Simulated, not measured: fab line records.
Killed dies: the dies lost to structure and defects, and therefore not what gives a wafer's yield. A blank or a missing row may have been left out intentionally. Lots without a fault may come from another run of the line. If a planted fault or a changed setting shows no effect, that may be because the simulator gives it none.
The tool behind it: which one? / flow sky130 / 37 wafers from 13 lots sampled at 5 of the route's 708 steps

== WHAT THE GAUGES READ, wafer by wafer ==
The record lacks any reading of a measuring or inspecting step that a usual standard deviation could be used to judge.

== TOOL THAT RAN EACH LOT (tool first, then ch and the chambers of the sampled wafers, then the start) ==
lot=L690; SKY_METAL1_SPUTTER_00=pvd_sputter-03, day 31 23:31; SKY_VIA4_STRIP_13=plasma_asher-03 ch 0,1, day 43 05:44; SKY_METAL5_SPUTTER_00=pvd_sputter-03, day 43 07:13; SKY_PAD_OPEN_STRIP_08=plasma_asher-02 ch 0,1, day 46 03:34; SKY_PAD_OPEN_PROBE_99=prober-01, day 46 06:05
lot=L692; SKY_METAL1_SPUTTER_00=pvd_sputter-04, day 32 13:53; SKY_VIA4_STRIP_13=plasma_asher-03 ch 0,1, day 43 15:14; SKY_METAL5_SPUTTER_00=pvd_sputter-04, day 43 16:34; SKY_PAD_OPEN_STRIP_08=plasma_asher-04 ch 0,1, day 46 12:50; SKY_PAD_OPEN_PROBE_99=prober-01, day 46 15:07
lot=L694; SKY_METAL1_SPUTTER_00=pvd_sputter-04, day 34 09:13; SKY_VIA4_STRIP_13=plasma_asher-03 ch 0,1, day 45 08:20; SKY_METAL5_SPUTTER_00=pvd_sputter-04, day 45 12:02; SKY_PAD_OPEN_STRIP_08=plasma_asher-02 ch 0,1, day 48 00:47; SKY_PAD_OPEN_PROBE_99=prober-01, day 48 03:08
lot=L696; SKY_METAL1_SPUTTER_00=pvd_sputter-04, day 34 17:36; SKY_VIA4_STRIP_13=plasma_asher-01 ch 0,1, day 45 11:50; SKY_METAL5_SPUTTER_00=pvd_sputter-02, day 45 13:50; SKY_PAD_OPEN_STRIP_08=plasma_asher-03 ch 0,1, day 48 02:29; SKY_PAD_OPEN_PROBE_99=prober-02, day 48 05:03
lot=L695; SKY_METAL1_SPUTTER_00=pvd_sputter-01, day 34 17:59; SKY_VIA4_STRIP_13=plasma_asher-03 ch 0,1, day 45 14:05; SKY_METAL5_SPUTTER_00=pvd_sputter-03, day 45 15:23; SKY_PAD_OPEN_STRIP_08=plasma_asher-02 ch 0,1, day 48 03:08; SKY_PAD_OPEN_PROBE_99=prober-01, day 48 05:27
lot=L697; SKY_METAL1_SPUTTER_00=pvd_sputter-04, day 35 09:03; SKY_VIA4_STRIP_13=plasma_asher-01 ch 0,1, day 46 01:04; SKY_METAL5_SPUTTER_00=pvd_sputter-03, day 46 04:07; SKY_PAD_OPEN_STRIP_08=plasma_asher-04 ch 0,1, day 48 15:16; SKY_PAD_OPEN_PROBE_99=prober-02, day 48 17:32
lot=L699; SKY_METAL1_SPUTTER_00=pvd_sputter-04, day 35 13:18; SKY_VIA4_STRIP_13=plasma_asher-01 ch 0, day 46 05:23; SKY_METAL5_SPUTTER_00=pvd_sputter-02, day 46 07:25; SKY_PAD_OPEN_STRIP_08=plasma_asher-04 ch 0,1, day 48 19:23; SKY_PAD_OPEN_PROBE_99=prober-02, day 48 22:23
lot=L700; SKY_METAL1_SPUTTER_00=pvd_sputter-04, day 35 14:26; SKY_VIA4_STRIP_13=plasma_asher-03 ch 0,1, day 46 08:53; SKY_METAL5_SPUTTER_00=pvd_sputter-04, day 46 10:37; SKY_PAD_OPEN_STRIP_08=plasma_asher-03 ch 0,1, day 48 23:11; SKY_PAD_OPEN_PROBE_99=prober-02, day 49 01:32
lot=L703; SKY_METAL1_SPUTTER_00=pvd_sputter-01, day 36 03:46; SKY_VIA4_STRIP_13=plasma_asher-04 ch 0,1, day 46 14:12; SKY_METAL5_SPUTTER_00=pvd_sputter-02, day 46 15:37; SKY_PAD_OPEN_STRIP_08=plasma_asher-04 ch 0, day 49 03:08; SKY_PAD_OPEN_PROBE_99=prober-01, day 49 05:24
lot=L705; SKY_METAL1_SPUTTER_00=pvd_sputter-04, day 36 23:46; SKY_VIA4_STRIP_13=plasma_asher-04 ch 0,1, day 47 03:50; SKY_METAL5_SPUTTER_00=pvd_sputter-03, day 47 09:38; SKY_PAD_OPEN_STRIP_08=plasma_asher-03 ch 0,1, day 49 18:11; SKY_PAD_OPEN_PROBE_99=prober-01, day 49 20:23
lot=L704; SKY_METAL1_SPUTTER_00=pvd_sputter-04, day 37 04:13; SKY_VIA4_STRIP_13=plasma_asher-04 ch 0,1, day 47 08:56; SKY_METAL5_SPUTTER_00=pvd_sputter-02, day 47 11:26; SKY_PAD_OPEN_STRIP_08=plasma_asher-04 ch 0,1, day 49 22:34; SKY_PAD_OPEN_PROBE_99=prober-02, day 50 00:53
lot=L709; SKY_METAL1_SPUTTER_00=pvd_sputter-03, day 37 20:01; SKY_VIA4_STRIP_13=plasma_asher-04 ch 0,1, day 48 02:47; SKY_METAL5_SPUTTER_00=pvd_sputter-02, day 48 04:12; SKY_PAD_OPEN_STRIP_08=plasma_asher-04 ch 0,1, day 50 11:26; SKY_PAD_OPEN_PROBE_99=prober-02, day 50 13:39
lot=L713; SKY_METAL1_SPUTTER_00=pvd_sputter-04, day 39 00:23; SKY_VIA4_STRIP_13=plasma_asher-03 ch 1, day 49 00:55; SKY_METAL5_SPUTTER_00=pvd_sputter-02, day 49 02:41; SKY_PAD_OPEN_STRIP_08=plasma_asher-02 ch 0, day 51 04:58; SKY_PAD_OPEN_PROBE_99=prober-02, day 51 07:24
- SKY_METAL1_SPUTTER_00: material Ti, target thk 15 nm, time 10 s.
- SKY_VIA4_STRIP_13: strips in O2/N2.
- SKY_METAL5_SPUTTER_00: material Ti, target thk 15 nm, time 10 s.
- SKY_PAD_OPEN_STRIP_08: strips in O2/N2.
- SKY_PAD_OPEN_PROBE_99

== AS READ BY THE TOOLS THEMSELVES (means over the sampled wafers that have a number; for cases with no such wafer, the mark the record gives instead) ==
SKY_METAL1_SPUTTER_00. Usual: throttle_valve_pct 30.1 %, standard deviation 1.4.
lot=L690; tool=pvd_sputter-03; throttle_valve_pct (%)=29.4; flag=
lot=L692; tool=pvd_sputter-04; throttle_valve_pct (%)=29.1; flag=
lot=L694; tool=pvd_sputter-04; throttle_valve_pct (%)=30.2; flag=
lot=L696; tool=pvd_sputter-04; throttle_valve_pct (%)=30.4; flag=
lot=L695; tool=pvd_sputter-01; throttle_valve_pct (%)=29.7; flag=
lot=L697; tool=pvd_sputter-04; throttle_valve_pct (%)=30.3; flag=
lot=L699; tool=pvd_sputter-04; throttle_valve_pct (%)=29.8; flag=
lot=L700; tool=pvd_sputter-04; throttle_valve_pct (%)=30.2; flag=
lot=L703; tool=pvd_sputter-01; throttle_valve_pct (%)=30.7; flag=
lot=L705; tool=pvd_sputter-04; throttle_valve_pct (%)=29.8; flag=
lot=L704; tool=pvd_sputter-04; throttle_valve_pct (%)=30.4; flag=
lot=L709; tool=pvd_sputter-03; throttle_valve_pct (%)=28.7; flag=
lot=L713; tool=pvd_sputter-04; throttle_valve_pct (%)=33.0; flag=

SKY_VIA4_STRIP_13. Usual: drypump_motor_current_A 5.7 A, standard deviation 0.31; oes_product_au 0.710 a.u., standard deviation 0.0046; strip_time_to_endpoint_s 12.805 s, standard deviation 0.029.
lot=L690; tool=plasma_asher-03; drypump_motor_current_A (A)=5.5; oes_product_au (a.u.)=0.713; strip_time_to_endpoint_s (s)=12.791; flag=
lot=L692; tool=plasma_asher-03; drypump_motor_current_A (A)=5.7; oes_product_au (a.u.)=0.709; strip_time_to_endpoint_s (s)=12.775; flag=
lot=L694; tool=plasma_asher-03; drypump_motor_current_A (A)=5.6; oes_product_au (a.u.)=0.714; strip_time_to_endpoint_s (s)=12.774; flag=
lot=L696; tool=plasma_asher-01; drypump_motor_current_A (A)=6.1; oes_product_au (a.u.)=0.712; strip_time_to_endpoint_s (s)=12.798; flag=
lot=L695; tool=plasma_asher-03; drypump_motor_current_A (A)=5.8; oes_product_au (a.u.)=0.707; strip_time_to_endpoint_s (s)=12.803; flag=
lot=L697; tool=plasma_asher-01; drypump_motor_current_A (A)=6.0; oes_product_au (a.u.)=0.713; strip_time_to_endpoint_s (s)=12.835; flag=
lot=L699; tool=plasma_asher-01; drypump_motor_current_A (A)=6.3; oes_product_au (a.u.)=0.712; strip_time_to_endpoint_s (s)=12.789; flag=
lot=L700; tool=plasma_asher-03; drypump_motor_current_A (A)=5.6; oes_product_au (a.u.)=0.714; strip_time_to_endpoint_s (s)=12.848; flag=
lot=L703; tool=plasma_asher-04; drypump_motor_current_A (A)=5.6; oes_product_au (a.u.)=0.706; strip_time_to_endpoint_s (s)=12.827; flag=
lot=L705; tool=plasma_asher-04; drypump_motor_current_A (A)=5.6; oes_product_au (a.u.)=0.712; strip_time_to_endpoint_s (s)=12.815; flag=
lot=L704; tool=plasma_asher-04; drypump_motor_current_A (A)=5.6; oes_product_au (a.u.)=0.710; strip_time_to_endpoint_s (s)=12.774; flag=
lot=L709; tool=plasma_asher-04; drypump_motor_current_A (A)=5.4; oes_product_au (a.u.)=0.708; strip_time_to_endpoint_s (s)=12.809; flag=
lot=L713; tool=plasma_asher-03; drypump_motor_current_A (A)=5.8; oes_product_au (a.u.)=0.717; strip_time_to_endpoint_s (s)=12.814; flag=

SKY_METAL5_SPUTTER_00. Usual: throttle_valve_pct 30.2 %, standard deviation 1.4.
lot=L690; tool=pvd_sputter-03; throttle_valve_pct (%)=29.6; flag=
lot=L692; tool=pvd_sputter-04; throttle_valve_pct (%)=31.1; flag=
lot=L694; tool=pvd_sputter-04; throttle_valve_pct (%)=30.3; flag=
lot=L696; tool=pvd_sputter-02; throttle_valve_pct (%)=29.9; flag=
lot=L695; tool=pvd_sputter-03; throttle_valve_pct (%)=29.3; flag=
lot=L697; tool=pvd_sputter-03; throttle_valve_pct (%)=29.3; flag=
lot=L699; tool=pvd_sputter-02; throttle_valve_pct (%)=31.0; flag=
lot=L700; tool=pvd_sputter-04; throttle_valve_pct (%)=29.8; flag=
lot=L703; tool=pvd_sputter-02; throttle_valve_pct (%)=30.5; flag=
lot=L705; tool=pvd_sputter-03; throttle_valve_pct (%)=29.5; flag=
lot=L704; tool=pvd_sputter-02; throttle_valve_pct (%)=29.6; flag=
lot=L709; tool=pvd_sputter-02; throttle_valve_pct (%)=31.4; flag=
lot=L713; tool=pvd_sputter-02; throttle_valve_pct (%)=32.1; flag=

SKY_PAD_OPEN_STRIP_08. Usual: drypump_motor_current_A 5.63 A, standard deviation 0.22; oes_product_au 0.663 a.u., standard deviation 0.0042; strip_time_to_endpoint_s 37.04 s, standard deviation 0.098.
lot=L690; tool=plasma_asher-02; drypump_motor_current_A (A)=5.80; oes_product_au (a.u.)=0.664; strip_time_to_endpoint_s (s)=36.93; flag=
lot=L692; tool=plasma_asher-04; drypump_motor_current_A (A)=5.44; oes_product_au (a.u.)=0.664; strip_time_to_endpoint_s (s)=37.17; flag=
lot=L694; tool=plasma_asher-02; drypump_motor_current_A (A)=5.78; oes_product_au (a.u.)=0.664; strip_time_to_endpoint_s (s)=36.97; flag=
lot=L696; tool=plasma_asher-03; drypump_motor_current_A (A)=5.70; oes_product_au (a.u.)=0.659; strip_time_to_endpoint_s (s)=37.04; flag=
lot=L695; tool=plasma_asher-02; drypump_motor_current_A (A)=5.79; oes_product_au (a.u.)=0.662; strip_time_to_endpoint_s (s)=37.15; flag=
lot=L697; tool=plasma_asher-04; drypump_motor_current_A (A)=5.46; oes_product_au (a.u.)=0.664; strip_time_to_endpoint_s (s)=36.95; flag=
lot=L699; tool=plasma_asher-04; drypump_motor_current_A (A)=5.57; oes_product_au (a.u.)=0.660; strip_time_to_endpoint_s (s)=37.06; flag=
lot=L700; tool=plasma_asher-03; drypump_motor_current_A (A)=5.71; oes_product_au (a.u.)=0.663; strip_time_to_endpoint_s (s)=37.07; flag=
lot=L703; tool=plasma_asher-04; drypump_motor_current_A (A)=5.70; oes_product_au (a.u.)=0.662; strip_time_to_endpoint_s (s)=37.00; flag=
lot=L705; tool=plasma_asher-03; drypump_motor_current_A (A)=5.70; oes_product_au (a.u.)=0.661; strip_time_to_endpoint_s (s)=37.18; flag=
lot=L704; tool=plasma_asher-04; drypump_motor_current_A (A)=5.56; oes_product_au (a.u.)=0.663; strip_time_to_endpoint_s (s)=37.06; flag=
lot=L709; tool=plasma_asher-04; drypump_motor_current_A (A)=5.46; oes_product_au (a.u.)=0.664; strip_time_to_endpoint_s (s)=37.09; flag=
lot=L713; tool=plasma_asher-02; drypump_motor_current_A (A)=5.91; oes_product_au (a.u.)=0.665; strip_time_to_endpoint_s (s)=36.97; flag=

SKY_PAD_OPEN_PROBE_99. Usual: killed_at_M0_to_M3 42, standard deviation 6.2; killed_at_M4_up 3.0, standard deviation 1.8; killed_at_contacts 25, standard deviation 5.9; killed_at_front_end 15, standard deviation 4.5; killed_at_other 0.2, standard deviation 0.45; killed_dies 85, standard deviation 9.9; killed_on_rim 17, standard deviation 3.5; killed_open 47, standard deviation 6.7; killed_short 39, standard deviation 6.4.
lot=L690 tool=prober-01 killed_at_M0_to_M3=44 killed_at_M4_up=2.3 killed_at_contacts=27 killed_at_front_end=13 killed_at_other=0.7 killed_dies=87 killed_on_rim=21 killed_open=49 killed_short=38 flag=
lot=L692 tool=prober-01 killed_at_M0_to_M3=41 killed_at_M4_up=3.3 killed_at_contacts=21 killed_at_front_end=18 killed_at_other=0.3 killed_dies=84 killed_on_rim=13 killed_open=46 killed_short=38 flag=
lot=L694 tool=prober-01 killed_at_M0_to_M3=41 killed_at_M4_up=3.0 killed_at_contacts=29 killed_at_front_end=17 killed_at_other=0.3 killed_dies=90 killed_on_rim=16 killed_open=43 killed_short=47 flag=
lot=L696 tool=prober-02 killed_at_M0_to_M3=44 killed_at_M4_up=2.0 killed_at_contacts=29 killed_at_front_end=14 killed_at_other=0.7 killed_dies=91 killed_on_rim=19 killed_open=48 killed_short=42 flag=
lot=L695 tool=prober-01 killed_at_M0_to_M3=40 killed_at_M4_up=4.0 killed_at_contacts=24 killed_at_front_end=11 killed_at_other=0.0 killed_dies=79 killed_on_rim=15 killed_open=44 killed_short=35 flag=
lot=L697 tool=prober-02 killed_at_M0_to_M3=42 killed_at_M4_up=4.7 killed_at_contacts=22 killed_at_front_end=17 killed_at_other=0.3 killed_dies=86 killed_on_rim=16 killed_open=41 killed_short=45 flag=
lot=L699 tool=prober-02 killed_at_M0_to_M3=48 killed_at_M4_up=2.0 killed_at_contacts=30 killed_at_front_end=17 killed_at_other=0.0 killed_dies=97 killed_on_rim=19 killed_open=49 killed_short=48 flag=
lot=L700 tool=prober-02 killed_at_M0_to_M3=45 killed_at_M4_up=1.0 killed_at_contacts=31 killed_at_front_end=15 killed_at_other=0.7 killed_dies=93 killed_on_rim=18 killed_open=50 killed_short=43 flag=
lot=L703 tool=prober-01 killed_at_M0_to_M3=42 killed_at_M4_up=1.0 killed_at_contacts=26 killed_at_front_end=13 killed_at_other=0.0 killed_dies=82 killed_on_rim=15 killed_open=52 killed_short=30 flag=
lot=L705 tool=prober-01 killed_at_M0_to_M3=44 killed_at_M4_up=2.7 killed_at_contacts=29 killed_at_front_end=17 killed_at_other=0.0 killed_dies=92 killed_on_rim=18 killed_open=48 killed_short=44 flag=
lot=L704 tool=prober-02 killed_at_M0_to_M3=37 killed_at_M4_up=3.7 killed_at_contacts=22 killed_at_front_end=14 killed_at_other=0.0 killed_dies=77 killed_on_rim=15 killed_open=44 killed_short=33 flag=
lot=L709 tool=prober-02 killed_at_M0_to_M3=42 killed_at_M4_up=5.7 killed_at_contacts=25 killed_at_front_end=14 killed_at_other=0.0 killed_dies=87 killed_on_rim=16 killed_open=47 killed_short=41 flag=
lot=L713 tool=prober-02 killed_at_M0_to_M3=100 killed_at_M4_up=2.0 killed_at_contacts=35 killed_at_front_end=18 killed_at_other=1.0 killed_dies=156 killed_on_rim=35 killed_open=67 killed_short=34 flag=OFF

== THE ANSWER, worked out from the rows above alone ==
Rule: a lot counts as off when the mean over its wafers that have a number is more than 3 standard deviations away from the usual mean. A lot without any number at a reading at which 4 lots or more have one is off too. All remaining lots with rows at the step are treated as sound. The gauges are gone through in route order, then the tools' own readings, and for those a lot's mean is taken as printed above. The first step at which some lot is off is used, and at that step the reading that is off furthest; a lot without a number counts as furthest.
Off: L713, at SKY_PAD_OPEN_PROBE_99 (killed_at_M0_to_M3).
If a tool, at that step or one of the process steps before it, ran each lot that is off and ran no sound lot following the first of them, it fits. Can't be told from this: 5 tools fit, pvd_sputter-04 at SKY_METAL1_SPUTTER_00, plasma_asher-03 at SKY_VIA4_STRIP_13, pvd_sputter-02 at SKY_METAL5_SPUTTER_00, plasma_asher-02 at SKY_PAD_OPEN_STRIP_08, prober-02 at SKY_PAD_OPEN_PROBE_99.

== WHAT THE SIMULATOR HAD PUT IN ==
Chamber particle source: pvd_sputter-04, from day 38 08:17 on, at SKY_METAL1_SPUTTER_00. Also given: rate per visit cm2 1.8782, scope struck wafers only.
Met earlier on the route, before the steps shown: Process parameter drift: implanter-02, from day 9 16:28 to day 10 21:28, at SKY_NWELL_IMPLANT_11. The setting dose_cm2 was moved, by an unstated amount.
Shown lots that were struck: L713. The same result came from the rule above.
